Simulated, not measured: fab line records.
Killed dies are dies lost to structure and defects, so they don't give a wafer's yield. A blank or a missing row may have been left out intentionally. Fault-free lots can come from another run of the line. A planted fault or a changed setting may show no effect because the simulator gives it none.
fab line records	flow sky130
record: lots: 6	wafers: 17	last_day: 50
route steps=708 shown FIELD_ISO@6 PAD_OPEN@708
lots untouched by any fault: they come from a run of this same line in which no faults occurred
start_h: the number of hours between the record's first day and the start of the first shown wafer of the lot	wait_h: time in hours since the lot's previous step	" unchanged from the row above	L1.1+2: a row that stands for several wafers	- no value, or no start given	* or withheld: withheld	< > ~ a bound
route shown NAME@n: a module of which the file shows steps, and the number in the route of the first	usual: the fault-free wafers' mean and standard deviation	same: alike in all rows	chamber/n: place in a boat	sites: the reading at each site	_std_site: how widely they spread, as a standard deviation	_edge_site: inner sites' mean taken away from outer sites' mean	radius_mm: for every site, how far away it sits from the centre of the wafer	mask NAME#n: copy n	behind: the last tool/chamber to shape the wafer	hold: why the lot went on hold/how many hours it stayed there/how the hold came to an end	device: whichever transistor did not switch (one of n, p or np)	end of line: the same wafers' tests at the end of the route	a step with no rows: only its recipe	killed: count of dies lost to structure and defects at first sort (not the wafer's yield)	map: dies across one wafer; x = killed, . = not, _ = none there
set.NAME: the setting the step ran with; set.NAME@STEP: the setting that earlier step ran with	model.NAME: the simulator's own value behind a step, which no gauge read
lots seen at some steps along the route; tables by step, rows by wafer
services: when a tool's chamber went out of use (start_h, in hours from the record's first day, below 0 if earlier), for how many hours, and the reason
== steps ==
step: SKY_FIELD_ISO_DEHYDRATE_05
recipe: temp_c: 200	time_s: 60
step: SKY_FIELD_ISO_HMDS_06
recipe: prime_time_s: 60	prime_temp_c: 120
step: SKY_FIELD_ISO_COAT_07
recipe: resist: BARC	temp_c: withheld	time_s: withheld	spin_rpm: 3000	resist_thk_nm: 60
step: SKY_FIELD_ISO_COAT_08
recipe: resist: KrF-thick	spin_rpm: 3000	resist_thk_nm: 450
step: SKY_FIELD_ISO_SOFTBAKE_09
recipe: temp_c: 100	time_s: 90	resist: KrF-thick
step: SKY_FIELD_ISO_EXPOSE_10
recipe: mask_id: FOM	na: 0.68	source_shape: annular	sigma_inner: 0.4	sigma_outer: 0.8	target_cd_nm: 150	dose_mj: 28
step: SKY_FIELD_ISO_PEB_11
recipe: peb_temp_c: withheld	peb_time_s: withheld	resist: KrF-thick
step: SKY_FIELD_ISO_DEVELOP_12
recipe: develop_time_s: 60	resist: KrF-thick	dev_temp_c: 21
step: SKY_FIELD_ISO_CD_MEAS_13
recipe: target_cd_nm: 150
usual: cd_nm: 150.2/1.5
lot.wafer	tool	chamber	start_h	wait_h	cd_nm
L495.2	cd_sem-01	-	44.21	-	151.1
L495.3	"	-	"	"	151.2
L495.4	"	-	"	"	150.9
L499.1	cd_sem-01	-	67.62	-	149.3
L499.3	"	-	"	"	150.2
L499.4	"	-	"	"	149.3
L507.1	cd_sem-02	-	108.17	-	149.1
L507.2	"	-	"	"	149.7
L507.3	"	-	"	"	150.1
L508.1	cd_sem-02	-	112.52	-	153.6
L508.2	"	-	"	"	153.9
L512.3	cd_sem-02	-	133.81	-	148.9
L512.4	"	-	"	"	147.8
L512.6	"	-	"	"	148.4
L514.1	cd_sem-01	-	142.94	-	151.0
L514.2	"	-	"	"	151.9
L514.5	"	-	"	"	151.3
step: SKY_FIELD_ISO_ETCH_14
recipe: chemistry: N2/H2	target: BARC	ion_energy_ev: 200	source_w: 500	bias_w: 100	pressure_mtorr: 30	n2_flow_sccm: 100	h2_flow_sccm: 200	stop_on: SiO2	time_s: 45.9	target_depth_a: 600
usual: bias_w: 100.03/0.29	drypump_motor_current_A: 5.9/0.36	oes_product_au: 0.855/0.0047	run_length_s: 74.1/0.41	throttle_valve_pct: 13.224/0.0095
lot.wafer	tool	chamber	start_h	wait_h	bias_w	drypump_motor_current_A	oes_product_au	rf_hours_counter_h	run_length_s	throttle_valve_pct
L495.2	rie_diel-04	0	44.31	0.1	100.08	5.9	0.857	122	75.0	13.233
L495.3	"	3	"	"	99.75	5.1	0.849	24	73.6	13.213
L495.4	"	1	"	"	99.33	5.9	0.850	4	73.6	13.232
L499.1	rie_diel-02	1	67.74	0.1	99.89	5.4	0.857	149	74.3	13.208
L499.3	"	3	"	"	100.11	5.7	0.851	12	73.6	13.232
L499.4	"	2	"	"	100.41	5.8	0.853	155	74.4	13.199
L507.1	rie_diel-04	3	108.29	0.1	100.09	5.1	0.858	25	73.7	13.227
L507.2	"	2	"	"	99.81	5.6	0.851	83	74.5	13.218
L507.3	"	0	"	"	100.14	5.9	0.855	123	74.9	13.213
L508.1	rie_diel-02	3	112.64	0.1	100.28	5.7	0.853	13	73.6	13.231
L508.2	"	2	"	"	100.78	5.8	0.846	157	73.8	13.227
L512.3	rie_diel-02	1	133.89	0.1	100.11	5.4	0.857	151	74.3	13.220
L512.4	"	2	"	"	100.04	5.8	0.853	157	73.7	13.214
L512.6	"	2	"	"	100.59	5.8	0.857	-	73.9	13.210
L514.1	rie_diel-03	0	143.06	0.1	100.27	6.2	0.864	63	74.6	13.216
L514.2	"	2	"	"	100.07	6.0	0.859	39	74.2	13.232
L514.5	"	0	"	"	100.26	6.2	0.853	-	74.6	13.230
step: SKY_FIELD_ISO_ETCH_15
recipe: chemistry: CHF3/O2	target_depth_nm: 180	stop_on: Si	source_w: 600	bias_w: 200	pressure_mtorr: 40	chf3_flow_sccm: 50	O2_flow_sccm: 5	time_s: 72
usual: bias_w: 200.0/0.63	drypump_motor_current_A: 5.9/0.36	oes_product_au: 0.944/0.0067	run_length_s: 100.2/0.42	throttle_valve_pct: 8.845/0.0097
lot.wafer	tool	chamber	start_h	wait_h	bias_w	drypump_motor_current_A	oes_product_au	rf_hours_counter_h	run_length_s	throttle_valve_pct
L495.2	rie_diel-04	0	44.35	0.0	200.7	5.9	0.937	122	100.8	8.827
L495.3	"	3	"	"	199.4	5.0	0.938	24	99.9	8.835
L495.4	"	1	"	"	199.4	5.8	0.939	4	100.1	8.823
L499.1	rie_diel-02	1	67.79	0.0	200.1	5.4	0.945	149	100.3	8.844
L499.3	"	3	"	"	200.8	5.6	0.951	12	99.6	8.838
L499.4	"	2	"	"	201.2	5.8	0.953	155	100.2	8.861
L507.1	rie_diel-04	3	108.34	0.0	200.6	5.1	0.940	25	100.3	8.840
L507.2	"	2	"	"	200.8	5.6	0.944	83	100.6	8.850
L507.3	"	0	"	"	199.2	5.9	0.950	123	101.0	8.839
L508.1	rie_diel-02	3	112.69	0.0	200.4	5.7	0.946	13	99.8	8.836
L508.2	"	2	"	"	200.4	5.8	0.943	157	99.7	8.852
L512.3	rie_diel-02	1	133.94	0.0	200.0	5.4	0.957	151	100.5	8.850
L512.4	"	2	"	"	199.8	5.8	0.945	157	100.1	8.836
L512.6	"	2	"	"	200.8	5.8	0.946	-	99.8	8.849
L514.1	rie_diel-03	0	143.10	0.0	199.2	6.2	0.949	63	100.7	8.852
L514.2	"	2	"	"	200.9	6.0	0.938	39	100.6	8.866
L514.5	"	0	"	"	199.7	6.2	0.944	-	100.4	8.854
step: SKY_FIELD_ISO_STRIP_16
recipe: chemistry: O2/N2	power_w: 1400	pressure_mtorr: 1500	platen_temp_c: withheld	o2_flow_sccm: 3000	n2_flow_sccm: 300	overash_fraction: 0.5
usual: drypump_motor_current_A: 5.66/0.25	oes_product_au: 0.379/0.0055	strip_time_to_endpoint_s: 3.57/0.046
lot.wafer	tool	chamber	start_h	wait_h	drypump_motor_current_A	oes_product_au	rf_hours_counter_h	strip_time_to_endpoint_s
L495.2	plasma_asher-01	0	44.41	0.0	5.41	0.376	35	3.49
L495.3	"	0	"	"	5.40	0.384	-	3.59
L495.4	"	1	"	"	6.00	0.378	-	3.56
L499.1	plasma_asher-01	0	67.84	0.0	5.43	0.365	37	3.44
L499.3	"	0	"	"	5.44	0.374	-	3.58
L499.4	"	1	"	"	5.98	0.380	-	3.56
L507.1	plasma_asher-02	0	108.39	0.0	5.77	0.379	45	3.57
L507.2	"	1	"	"	5.35	0.381	45	3.59
L507.3	"	0	"	"	5.77	0.374	-	3.52
L508.1	plasma_asher-02	0	112.74	0.0	5.77	0.380	45	3.54
L508.2	"	1	"	"	5.31	0.385	45	3.59
L512.3	plasma_asher-01	1	134.03	0.1	6.01	0.375	-	3.42
L512.4	"	0	"	"	5.43	0.377	-	3.56
L512.6	"	0	"	"	5.42	0.374	-	3.58
L514.1	plasma_asher-02	1	143.16	0.0	5.35	0.382	49	3.59
L514.2	"	0	"	"	5.76	0.378	49	3.55
L514.5	"	1	"	"	5.32	0.373	-	3.60
step: SKY_FIELD_ISO_ETCH_17
recipe: target_depth_a: 3420	mask_material: Si3N4	chemistry: HBr/Cl2/O2	target: Si	taper_deg: 5	icp_w: 600	bias_w: 150	pressure_mtorr: 15	HBr_flow_sccm: 150	Cl2_flow_sccm: 40	O2_flow_sccm: 6	time_s: 97.7
usual: bias_w: 150.1/0.47	drypump_motor_current_A: 5.6/0.41	oes_product_au: 1.002/0.013	run_length_s: 126.1/0.35	throttle_valve_pct: 25.655/0.012
lot.wafer	tool	chamber	start_h	wait_h	bias_w	drypump_motor_current_A	oes_product_au	rf_hours_counter_h	run_length_s	throttle_valve_pct	model.FIELD_ISO.feature_depth_nm	model.etch.depth_nm	model.Si3N4_of_FIELD_ISO_CVD_03.thk_nm
L495.2	rie_si-01	2	44.51	0.1	149.8	5.6	1.005	71	125.5	25.648	345.1	345.1	146.2
L495.3	"	3	"	"	150.1	6.1	0.977	19	125.9	25.656	333.3	333.3	146.7
L495.4	"	1	"	"	149.5	5.4	0.985	2	126.8	25.667	338.4	338.4	145.7
L499.1	rie_si-01	0	67.94	0.1	149.8	5.2	0.994	1	125.4	25.674	334.8	334.8	150.8
L499.3	"	2	"	"	150.2	5.6	1.014	71	125.7	25.647	350.6	350.6	149.5
L499.4	"	1	"	"	150.8	5.4	1.009	2	126.6	25.658	344.2	344.2	151.2
L507.1	rie_si-01	0	108.49	0.1	-	5.2	0.995	1	99.9	25.663	248.7	248.7	154.5
L507.2	"	3	"	"	150.1	6.1	0.987	20	126.0	25.638	335.7	335.7	151.4
L507.3	"	1	"	"	150.8	5.4	0.998	2	126.2	25.660	342.9	342.9	150.1
L508.1	rie_si-01	3	112.84	0.1	-	6.1	0.995	20	100.4	25.659	250.4	250.4	154.3
L508.2	"	0	"	"	150.7	5.2	0.997	1	126.0	25.659	339.7	339.7	150.8
L512.3	rie_si-02	1	134.09	0.0	150.0	5.3	1.013	116	126.0	25.668	350.1	350.1	151.1
L512.4	"	3	"	"	150.0	5.2	1.014	121	125.9	25.655	344.4	344.4	151.1
L512.6	"	0	"	"	150.6	5.8	1.001	-	126.2	25.650	340	340	149.1
L514.1	rie_si-02	0	143.26	0.1	149.9	5.8	1.006	86	126.3	25.650	344.8	344.8	149.7
L514.2	"	2	"	"	150.6	6.4	1.001	23	126.3	25.653	342.2	342.2	150.1
L514.5	"	0	"	"	150.2	5.8	1.011	-	126.4	25.651	343.6	343.6	148.6
step: SKY_FIELD_ISO_WET_ETCH_18
recipe: chemistry: H3PO4	target_depth_nm: 25	temp_c: 160	target: Si3N4	time_s: 286
step: SKY_FIELD_ISO_CLEAN_19
recipe: chemistry: SC1/SC2	mix: 1:4:20	temp_c: 70	time_s: 150
step: SKY_FIELD_ISO_CLEAN_20
recipe: chemistry: dHF	time_s: 20	dilution: 100:1
step: SKY_FIELD_ISO_WET_ETCH_21
recipe: chemistry: dHF	dilution: 100:1	target_depth_nm: 20	dry: ipa_marangoni	target: SiO2	temp_c: 25	time_s: 400
step: SKY_FIELD_ISO_OXIDATION_22
recipe: temp_c: 950	ambient: O2	stabilise_s: 600	purge_s: 300	target_thk_a: 100	ox_time_s: 623
step: SKY_FIELD_ISO_THK_MEAS_23
recipe: reads: SiO2_of_FIELD_ISO_OXIDATION_22
usual: FIELD_ISO_OXIDATION_01_THK: 9.91/0.17
lot.wafer	tool	chamber	start_h	wait_h	FIELD_ISO_OXIDATION_01_THK[nm]
L495.2	film_metro-02	-	48.15	0.0	9.63
L495.3	"	-	"	"	9.78
L495.4	"	-	"	"	9.77
L499.1	film_metro-01	-	69.47	0.0	10.14
L499.3	"	-	"	"	10.17
L499.4	"	-	"	"	10.08
L507.1	film_metro-04	-	110.23	0.0	9.85
L507.2	"	-	"	"	10.03
L507.3	"	-	"	"	9.84
L508.1	film_metro-04	-	114.36	0.0	10.00
L508.2	"	-	"	"	9.98
L512.3	film_metro-04	-	135.63	0.0	9.50
L512.4	"	-	"	"	9.62
L512.6	"	-	"	"	9.53
L514.1	film_metro-01	-	145.19	0.0	9.81
L514.2	"	-	"	"	9.76
L514.5	"	-	"	"	9.80
step: SKY_FIELD_ISO_CVD_24
recipe: material: SiO2	target_thk_nm: 595	temp_c: 650	sigma_open_frac: 0.3	time_s: 99.2	sih4_flow_sccm: 60	pressure_mtorr: 6
step: SKY_FIELD_ISO_THK_MEAS_25
recipe: reads: SiO2_of_FIELD_ISO_CVD_24
usual: FIELD_ISO_CVD_24_THK: 593/5.8
lot.wafer	tool	chamber	start_h	wait_h	FIELD_ISO_CVD_24_THK[nm]
L495.2	film_metro-01	-	48.29	0.0	594
L495.3	"	-	"	"	597
L495.4	"	-	"	"	596
L499.1	film_metro-02	-	69.63	0.1	594
L499.3	"	-	"	"	597
L499.4	"	-	"	"	598
L507.1	film_metro-01	-	110.36	0.0	589
L507.2	"	-	"	"	595
L507.3	"	-	"	"	588
L508.1	film_metro-01	-	114.49	0.0	596
L508.2	"	-	"	"	589
L512.3	film_metro-02	-	135.76	0.1	583
L512.4	"	-	"	"	591
L512.6	"	-	"	"	587
L514.1	film_metro-02	-	145.32	0.0	582
L514.2	"	-	"	"	588
L514.5	"	-	"	"	597
step: SKY_FIELD_ISO_ANNEAL_26
recipe: temp_c: 1000	time_s: 1800	ambient: N2
step: SKY_FIELD_ISO_CMP_27
recipe: stop_on: Si3N4	t_overpolish_s: 16	down_force_psi: 4	platen_rpm: 60	target_thk_nm: 457.8	pad_velocity_m_s: 0.94248
usual: motor_current_A: 11.2/0.7	overpolish_run_s: 16.000/0.0093	platen_rpm: 60.00/0.038	slurry_filter_dp_kPa: 13.51/0.13	time_to_endpoint_s: 109/3.8
lot.wafer	tool	chamber	start_h	wait_h	motor_current_A	overpolish_run_s	platen_rpm	slurry_filter_dp_kPa	time_to_endpoint_s
L495.4	cmp-02	1	51.04	0.0	12.1	15.984	60.03	13.61	103
L495.3	"	2	"	"	10.4	16.006	60.02	13.62	109
L495.2	"	3	"	"	10.2	16.007	60.01	13.56	110
L499.1	cmp-02	0	71.85	0.1	10.5	16.007	60.00	13.42	116
L499.4	"	1	"	"	11.0	15.988	60.00	13.56	106
L499.3	"	2	"	"	10.5	16.011	60.05	13.37	112
L507.1	cmp-02	0	112.83	0.0	11.2	16.009	59.96	13.66	116
L507.3	"	1	"	"	11.4	16.003	60.07	13.36	106
L507.2	"	2	"	"	10.6	15.998	60.01	13.58	112
L508.2	cmp-01	2	116.69	0.1	11.3	15.977	59.96	13.35	111
L508.1	"	0	"	"	10.8	15.993	60.02	13.38	104
L512.4	cmp-02	0	137.40	0.1	10.9	16.004	60.02	13.51	111
L512.3	"	1	"	"	11.2	15.994	60.03	13.35	102
L512.6	"	2	"	"	10.4	16.013	60.07	13.47	112
L514.1	cmp-02	0	149.50	0.1	10.6	15.995	60.02	13.47	112
L514.2	"	1	"	"	11.5	15.994	60.07	13.47	107
L514.5	"	3	"	"	10.0	15.987	59.97	13.61	113
step: SKY_FIELD_ISO_WET_ETCH_28
recipe: chemistry: dHF	target_depth_nm: 23.7	target: SiO2	dilution: 10:1	temp_c: 25	time_s: 47
usual: run_length_s: 74.6/2.7
lot.wafer	tool	chamber	start_h	wait_h	run_length_s	model.Si3N4_of_FIELD_ISO_CVD_03.thk_nm
L495.2	wet_bench-01	2	51.34	0.1	78.8	115.6
L495.3	"	2	"	"	78.8	116
L495.4	"	2	"	"	78.8	115
L499.1	wet_bench-02	0	72.10	0.2	78.4	120.7
L499.3	"	0	"	"	78.4	119.4
L499.4	"	0	"	"	78.4	121.2
L507.1	wet_bench-01	2	113.13	0.2	72.3	123
L507.2	"	2	"	"	72.3	119.8
L507.3	"	2	"	"	72.3	118.6
L508.1	wet_bench-01	0	116.94	0.1	74.1	123
L508.2	"	0	"	"	74.1	119.7
L512.3	wet_bench-01	2	137.60	0.1	78.8	120.2
L512.4	"	2	"	"	78.8	120.1
L512.6	"	2	"	"	78.8	118.1
L514.1	wet_bench-01	0	149.75	0.2	73.4	118.3
L514.2	"	0	"	"	73.4	118.8
L514.5	"	0	"	"	73.4	117.1
step: SKY_FIELD_ISO_WET_ETCH_29
recipe: chemistry: H3PO4	target_depth_nm: 160	target: Si3N4	temp_c: 160	time_s: 1825
step: SKY_PAD_OPEN_PROBE_99
usual: killed_at_M0_to_M3: 44/7	killed_at_M4_up: 3.1/1.8	killed_at_contacts: 25/5.1	killed_at_front_end: 15/4.3	killed_at_other: 0.3/0.61	killed_dies: 87/9.8	killed_open: 48/7	killed_short: 38/6.3
same: gross_dies: 492	killed_at_back_side: 0
lot.wafer	tool	chamber	start_h	wait_h	killed_at_M0_to_M3	killed_at_M4_up	killed_at_contacts	killed_at_front_end	killed_at_other	killed_dies	killed_open	killed_short	model.etest.res_p_drift_20v.line_ohm_um	model.etest.res_p_drift_20v.rs_ohm_sq	model.etest.pfet_16v.r_on_ohm_um	model.etest.res_iso_pwell.rs_ohm_sq	model.etest.res_iso_pwell.line_ohm_um	model.etest.res_nwell.line_ohm_um	model.etest.res_nwell.rs_ohm_sq	model.etest.cap_poly_to_well.c_af_um2
L495.2	prober-01	-	1093.44	0.1	43	3	24	27	1	98	63	35	1.129e+04	9279	1.552e+04	2643	1002	1205	996.2	93.88
L495.3	prober-01	-	1093.49	0.2	45	0	26	10	0	81	47	34	1.013e+04	8653	1.496e+04	2475	934.2	1123	951.6	93.28
L495.4	prober-01	-	1093.54	0.2	38	3	25	28	0	94	46	48	1.038e+04	8726	1.503e+04	2517	942.5	1159	955.4	94.62
L499.1	prober-01	-	1122.29	0.1	43	5	21	12	0	81	41	40	1.134e+04	9535	1.48e+04	2709	994.1	1113	916	94.9
L499.3	prober-01	-	1122.39	0.2	39	1	30	15	0	85	44	40	1.235e+04	1.056e+04	1.536e+04	2959	1139	1164	969.2	89.41
L499.4	prober-01	-	1122.44	0.2	49	3	20	22	0	94	44	50	1.201e+04	1.006e+04	1.52e+04	2863	1079	1125	936.2	89.81
L507.1	prober-01	-	1163.04	0.1	41	2	28	17	0	88	54	34	8228	6935	1.326e+04	1959	733.4	922.2	763.9	117.2
L507.2	prober-01	-	1163.09	0.1	45	5	23	14	1	88	60	28	1.088e+04	9174	1.494e+04	2661	1009	1150	952.5	92.61
L507.3	prober-01	-	1163.14	0.2	46	3	27	13	0	89	46	43	1.128e+04	9486	1.506e+04	2737	1033	1174	973.8	92.54
L508.1	prober-02	-	1168.44	0.1	40	1	25	24	1	91	51	40	8343	6927	1.281e+04	1976	726.9	929.6	755.9	122.1
L508.2	prober-02	-	1168.49	0.1	34	1	36	23	0	94	59	35	1.184e+04	9713	1.481e+04	2861	1076	1161	955.1	90.93
L512.3	prober-02	-	1186.10	0.2	45	4	27	14	1	91	61	30	1.094e+04	9248	1.544e+04	2896	1101	1165	965.1	88.38
L512.4	prober-02	-	1186.15	0.2	41	3	24	13	0	81	42	39	1.08e+04	8923	1.52e+04	2818	1054	1151	952.2	90
L512.6	prober-02	-	1186.25	0.2	39	1	22	14	0	76	39	37	1.033e+04	8683	1.515e+04	2667	1016	1135	925.9	92.25
L514.1	prober-02	-	1193.69	0.1	45	1	33	9	1	89	49	40	1.142e+04	9440	1.53e+04	3181	1214	1138	951.5	91.19
L514.2	prober-02	-	1193.74	0.1	38	1	27	15	1	82	55	26	1.1e+04	9162	1.521e+04	3095	1180	1118	950.3	93.54
L514.5	prober-02	-	1193.89	0.2	44	1	25	9	1	80	51	29	1.121e+04	9327	1.514e+04	3159	1187	1117	952.1	91.29
killed by level:class
L495.2 VIA3:geometric_particle:open=10 CONTACT:geometric_particle:open=9 POLY_GATE:geometric_particle:open=9 VIA1:geometric_particle:open=9 FIELD_ISO:geometric_particle:short=6 VIA2:geometric_particle:open=6 LI_CONTACT:geometric_particle:open=6 FIELD_ISO:geometric_particle:open=5
L495.3 VIA1:geometric_particle:open=11 CONTACT:geometric_particle:open=8 METAL3:geometric_particle:short=7 LI_CONTACT:geometric_particle:open=5 CONTACT:geometric_particle:short=5 VIA1:geometric_particle:short=5 VIA2:geometric_particle:open=5 VIA3:geometric_particle:open=5
L495.4 POLY_GATE:geometric_particle:short=10 CONTACT:geometric_particle:open=9 LI_CONTACT:geometric_particle:open=7 VIA1:geometric_particle:open=7 VIA2:geometric_particle:open=7 VIA3:geometric_particle:short=6 CONTACT:geometric_particle:short=5 FIELD_ISO:geometric_particle:open=4
L499.1 CONTACT:geometric_particle:open=9 VIA1:geometric_particle:short=7 VIA2:geometric_particle:open=7 LI_CONTACT:geometric_particle:open=6 METAL1:geometric_particle:short=5 METAL3:geometric_particle:short=5 VIA3:geometric_particle:open=5 VIA1:geometric_particle:open=4
L499.3 CONTACT:geometric_particle:open=10 LI_CONTACT:geometric_particle:open=8 VIA1:geometric_particle:open=8 FIELD_ISO:geometric_particle:short=7 LOCAL_INTERCONNECT:geometric_particle:short=7 VIA2:geometric_particle:open=7 VIA3:geometric_particle:open=6 METAL1:geometric_particle:short=5
L499.4 VIA3:geometric_particle:open=11 METAL2:geometric_particle:short=9 VIA2:geometric_particle:open=7 POLY_GATE:geometric_particle:short=6 POLY_GATE:geometric_particle:open=6 CONTACT:geometric_particle:open=6 LOCAL_INTERCONNECT:geometric_particle:short=5 CONTACT:geometric_particle:short=5
L507.1 CONTACT:geometric_particle:open=15 VIA1:geometric_particle:open=10 FIELD_ISO:geometric_particle:open=7 METAL2:geometric_particle:short=7 LI_CONTACT:geometric_particle:open=6 LOCAL_INTERCONNECT:geometric_particle:short=5 VIA2:geometric_particle:open=5 METAL3:geometric_particle:short=5
L507.2 VIA1:geometric_particle:open=12 CONTACT:geometric_particle:open=11 VIA3:geometric_particle:open=9 VIA2:geometric_particle:open=7 FIELD_ISO:geometric_particle:open=6 METAL2:geometric_particle:short=5 POLY_GATE:geometric_particle:open=4 LI_CONTACT:geometric_particle:open=4
L507.3 VIA1:geometric_particle:open=11 VIA3:geometric_particle:open=7 CONTACT:geometric_particle:open=7 CONTACT:geometric_particle:short=6 LOCAL_INTERCONNECT:geometric_particle:short=5 METAL1:geometric_particle:short=5 VIA2:geometric_particle:open=5 FIELD_ISO:geometric_particle:open=4
L508.1 VIA1:geometric_particle:open=10 CONTACT:geometric_particle:open=10 FIELD_ISO:geometric_particle:open=8 FIELD_ISO:geometric_particle:short=8 LI_CONTACT:geometric_particle:open=7 POLY_GATE:geometric_particle:short=5 VIA2:geometric_particle:short=5 METAL1:geometric_particle:short=5
L508.2 CONTACT:geometric_particle:open=13 LI_CONTACT:geometric_particle:open=10 VIA1:geometric_particle:open=8 POLY_GATE:geometric_particle:open=6 CONTACT:geometric_particle:short=6 VIA2:geometric_particle:open=6 POLY_GATE:geometric_particle:short=5 VIA3:geometric_particle:short=5
L512.3 CONTACT:geometric_particle:open=10 VIA2:geometric_particle:open=10 VIA3:geometric_particle:open=9 LI_CONTACT:geometric_particle:open=8 VIA1:geometric_particle:open=7 METAL2:geometric_particle:short=6 POLY_GATE:geometric_particle:open=4 LOCAL_INTERCONNECT:geometric_particle:short=4
L512.4 CONTACT:geometric_particle:open=12 VIA1:geometric_particle:open=10 METAL2:geometric_particle:short=9 METAL1:geometric_particle:short=6 CONTACT:geometric_particle:short=5 FIELD_ISO:geometric_particle:short=4 POLY_GATE:geometric_particle:open=4 LI_CONTACT:geometric_particle:open=4
L512.6 VIA1:geometric_particle:open=8 CONTACT:geometric_particle:open=7 METAL2:geometric_particle:short=7 POLY_GATE:geometric_particle:short=6 LI_CONTACT:geometric_particle:open=6 VIA3:geometric_particle:open=6 METAL1:geometric_particle:short=5 CONTACT:geometric_particle:short=5
L514.1 VIA1:geometric_particle:open=11 CONTACT:geometric_particle:open=10 LI_CONTACT:geometric_particle:open=8 VIA3:geometric_particle:open=7 LOCAL_INTERCONNECT:geometric_particle:short=6 CONTACT:geometric_particle:short=6 METAL3:geometric_particle:short=5 METAL1:geometric_particle:short=3
L514.2 CONTACT:geometric_particle:open=18 VIA1:geometric_particle:open=8 VIA3:geometric_particle:open=7 FIELD_ISO:geometric_particle:open=6 LI_CONTACT:geometric_particle:open=6 METAL2:geometric_particle:short=5 METAL3:geometric_particle:short=4 METAL1:geometric_particle:short=4
L514.5 VIA1:geometric_particle:open=17 CONTACT:geometric_particle:open=10 LI_CONTACT:geometric_particle:open=6 METAL1:geometric_particle:short=6 VIA2:geometric_particle:open=5 METAL2:geometric_particle:short=5 LOCAL_INTERCONNECT:geometric_particle:open=4 VIA1:geometric_particle:short=4
== services ==
tool	chamber	start_h	hours	kind
cmp-01	-	26.78	0.9	repair
wet_bench-02	-	32.63	0.5	repair
rie_si-02	3	33.90	5.8	repair
cmp-01	-	48.63	4.6	pm
cmp-02	-	64.00	4.0	pm
rie_diel-04	0	67.11	6.0	repair
cmp-02	-	68.00	-	consumable_replace:conditioner
cmp-02	-	68.00	-	consumable_replace:pad
rie_diel-03	-	88.74	2.8	pm
cmp-02	-	89.61	1.0	repair
rie_diel-02	3	91.34	9.8	repair
rie_si-01	2	104.66	10.2	repair
rie_diel-02	1	110.50	3.5	repair
rie_diel-03	1	129.35	-	clean
rie_diel-03	1	129.35	15.8	scheduled_down
rie_diel-03	1	129.35	15.8	vent_cycle
cmp-02	-	132.49	0.9	repair
rie_diel-02	1	138.38	45.2	repair
== key ==
first_sign: step: SKY_FIELD_ISO_ETCH_17	reading: run_length_s	direction: down	sigmas: 75	usual: *	struck: *
effect none on later readings
model_effect: step: SKY_FIELD_ISO_ETCH_17	value: FIELD_ISO.feature_depth_nm	without: 337.9	struck: 249.6
model_effect: step: SKY_FIELD_ISO_WET_ETCH_28	value: Si3N4_of_FIELD_ISO_CVD_03.thk_nm	without: 119.1	struck: 123
model_effect: step: SKY_PAD_OPEN_PROBE_99	value: etest.res_p_drift_20v.line_ohm_um	without: 1.128e+04	struck: 8286
met_at SKY_FIELD_ISO_ETCH_17
struck_wafers L507.1,L508.1
tester_left_out L507,L508
onset_between 67.94 108.49
fault: kind: process_parameter_drift	tool: rie_si-01	chamber: -	onset_h: 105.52	steps: SKY_FIELD_ISO_ETCH_17	channel: time_s	offset: *	shape: step	end_h: 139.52	scope: struck_wafers_only	acts_in: *	stated: *
tester_left_out: of these lots the tester's yield and bins aren't shown, on N5 and GAA mostly nor the transistor test; their killed dies are dies lost to structure and defects alone, not to doping, threshold or leakage, so they don't give the yield
